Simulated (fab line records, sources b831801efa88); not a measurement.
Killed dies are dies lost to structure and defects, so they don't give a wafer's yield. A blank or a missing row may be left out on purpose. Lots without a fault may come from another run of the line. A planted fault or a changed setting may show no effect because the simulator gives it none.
A struck lot beside a sound one | flow sfq_line | 41 steps out of a route of 325
Sound: wafers L727.3, L727.4, L727.5. Struck: wafer L734.4. (L734.1, L734.3 of the same lot were not struck and are left out.) The cause comes at the end.
At each step with rows: each side's tool, then ch and its chambers, then its first start. Under that, the readings that differ: sound wafers | struck wafers | difference of the means | sigmas: that difference in standard deviations of wafers without a fault.
alike: readings whose means differ by less than 2 such deviations, and words and numbers that are the same on both sides. not compared: withheld readings, readings that some wafer has no value for, bounds like >300 that may hide the same value, and numbers for which the record gives no deviation and whose values overlap.
The two part at a step that has a row with sigmas, a row that says differs or no value, or rows on one side only. Numbers that don't overlap but have no deviation are shown without sigmas and don't part them. A reading that every wafer of one side lacks parts them only if that side has two wafers or more.

SFQ_C5_OVL_MEAS_937:
  sound on overlay-02, day 67 12:56; struck on overlay-01, day 69 00:09
  alike: C5_OVL
then, 5 steps without rows for these wafers: SFQ_TRILAYER_C5_BARC_OPEN_VIA_ETCH_210 (etches BARC in O2, target depth 125 nm, time 41.7 s); SFQ_TRILAYER_C5_ETCH_VIA_ETCH_154 (etches SiO2 in CHF3, stops on Nb, target depth 84 nm); SFQ_TRILAYER_C5_STRIP_STRIP_155 (strips in O2); SFQ_TRILAYER_C5_STRIP_SOLV_CLEAN_156 (cleans in NMP, time 600 s); SFQ_TRILAYER_M6_DEP_PRE_CLEAN_158 (time 22.5 s).
SFQ_TRILAYER_M6_DEP_SPUTTER_157: material Nb, target thk 200 nm, time 133.3 s.
  sound on pvd_sputter-05, day 67 13:53; struck on pvd_sputter-04, day 69 01:05
  alike: chamber_pressure_pa, throttle_valve_pct
SFQ_M6_RS_MEAS_938: measures by four-point-probe.
  sound on film_metro-02, day 67 14:01; struck on film_metro-04, day 69 01:10
  alike: M6_NB_RS
then, 3 steps without rows for these wafers: SFQ_TRILAYER_M6_LITHO_COAT_164 (resist thk 62 nm); SFQ_TRILAYER_M6_LITHO_COAT_159 (resist thk 600 nm); SFQ_TRILAYER_M6_LITHO_SOFTBAKE_163.
SFQ_TRILAYER_M6_LITHO_EXPOSE_160: exposes mask M6, target cd 500 nm.
  sound on krf_scanner-01 ch 0, day 69 01:27; struck on krf_scanner-01 ch 0, day 70 01:04
  alike: mask
then, 2 steps without rows for these wafers: SFQ_TRILAYER_M6_LITHO_PEB_162 (peb time 60 s); SFQ_TRILAYER_M6_LITHO_DEVELOP_161 (time 60 s).
SFQ_M6_OVL_MEAS_940:
  sound on overlay-01, day 69 02:34; struck on overlay-01, day 70 02:40
  alike: M6_OVL
SFQ_TRILAYER_M6_BARC_OPEN_METAL_ETCH_206: etches BARC in O2, target depth 125 nm, time 41.7 s.
  sound on rie_metal-01 ch 0,1, day 69 02:37; struck on rie_metal-01 ch 1, day 70 02:42
  reading             | sound           | struck | difference | sigmas
  model.M6.cd_nm (nm) | 496.9 498 498.3 | 487.4  | -10.3      |
  alike: drypump_motor_current_A, oes_product_au
  not compared: rf_hours_counter_h
SFQ_TRILAYER_M6_ETCH_METAL_ETCH_162: etches Nb in Cl2/Ar, stops on SiO2, target depth 240 nm, time 120 s.
  sound on rie_metal-01 ch 0,1, day 69 02:41; struck on rie_metal-01 ch 1, day 70 02:46
  reading             | sound             | struck | difference | sigmas
  model.M6.cd_nm (nm) | 496.4 498.3 498.8 | 486.5  | -11.3      |
  alike: drypump_motor_current_A, oes_product_au
  not compared: rf_hours_counter_h
SFQ_TRILAYER_M6_STRIP_STRIP_163: strips in O2.
  sound on rie_metal-01 ch 0,1, day 69 02:58; struck on rie_metal-01 ch 1, day 70 02:53
  alike: drypump_motor_current_A, oes_product_au
  not compared: rf_hours_counter_h
then, 3 steps without rows for these wafers: SFQ_TRILAYER_M6_STRIP_SOLV_CLEAN_164 (cleans in NMP, time 600 s); SFQ_TRILAYER_I6_DEP_PECVD_165 (deposits SiO2 from SiH4/N2O, time 111.11 s, target thk 500 nm); SFQ_TRILAYER_I6_CMP_CMP_166 (polishes SiO2).
SFQ_I6_BOW_MEAS_941:
  sound on film_metro-03, day 69 06:40; struck on film_metro-01, day 70 12:26
  alike: I6_BOW
then, 7 steps without rows for these wafers: SFQ_TRILAYER_I6_METRO_MEASURE_167; SFQ_TRILAYER_I6_VIA_LITHO_COAT_174 (resist thk 62 nm); SFQ_TRILAYER_I6_VIA_LITHO_COAT_169 (resist thk 650 nm); SFQ_TRILAYER_I6_VIA_LITHO_SOFTBAKE_173; SFQ_TRILAYER_I6_VIA_LITHO_EXPOSE_170 (exposes mask I6, target cd 700 nm); SFQ_TRILAYER_I6_VIA_LITHO_PEB_172 (peb time 60 s); SFQ_TRILAYER_I6_VIA_LITHO_DEVELOP_171 (time 60 s).
SFQ_I6_OVL_MEAS_942:
  sound on overlay-01, day 70 08:35; struck on overlay-02, day 71 20:12
  alike: I6_OVL
SFQ_TRILAYER_I6_VIA_BARC_OPEN_VIA_ETCH_235: etches BARC in O2, target depth 125 nm, time 41.7 s.
  sound on rie_diel-03 ch 1,2, day 70 08:36; struck on rie_diel-04 ch 3, day 71 20:14
  alike: drypump_motor_current_A, oes_product_au
  not compared: rf_hours_counter_h
then, 1 step without rows for these wafers: SFQ_TRILAYER_I6_VIA_ETCH_VIA_ETCH_172 (etches SiO2 in CHF3, stops on Nb, target depth 260 nm).
SFQ_TRILAYER_I6_VIA_STRIP_STRIP_173: strips in O2.
  sound on rie_metal-04 ch 0,1, day 70 08:57; struck on rie_metal-03 ch 0, day 71 20:23
  alike: drypump_motor_current_A, oes_product_au
  not compared: rf_hours_counter_h
then, 2 steps without rows for these wafers: SFQ_TRILAYER_I6_VIA_STRIP_SOLV_CLEAN_174 (cleans in NMP, time 600 s); SFQ_TRILAYER_M7_DEP_PRE_CLEAN_176 (time 22.5 s).
SFQ_TRILAYER_M7_DEP_SPUTTER_175: material Nb, target thk 200 nm, time 133.3 s.
  sound on pvd_sputter-03, day 70 09:34; struck on pvd_sputter-04, day 71 21:12
  alike: chamber_pressure_pa, throttle_valve_pct
SFQ_M7_RS_MEAS_943: measures by four-point-probe.
  sound on film_metro-04, day 70 09:41; struck on film_metro-04, day 71 21:17
  alike: M7_NB_RS
then, 3 steps without rows for these wafers: SFQ_TRILAYER_M7_LITHO_COAT_182 (resist thk 62 nm); SFQ_TRILAYER_M7_LITHO_COAT_177 (resist thk 600 nm); SFQ_TRILAYER_M7_LITHO_SOFTBAKE_181.
-- the record jumps here: 7 days lie between the struck wafers' starts before and after --
SFQ_M8_BOW_MEAS_951:
  sound on film_metro-01, day 76 02:55; struck on film_metro-04, day 79 06:23
  reading               | sound             | struck | difference | sigmas
  model.etest.m6.ohm_um | 1.787 1.771 1.778 | 1.829  | +0.050     |
  alike: M8_BOW

WHERE THEY PART
Nowhere in this record.

WHY: what the simulator had put in
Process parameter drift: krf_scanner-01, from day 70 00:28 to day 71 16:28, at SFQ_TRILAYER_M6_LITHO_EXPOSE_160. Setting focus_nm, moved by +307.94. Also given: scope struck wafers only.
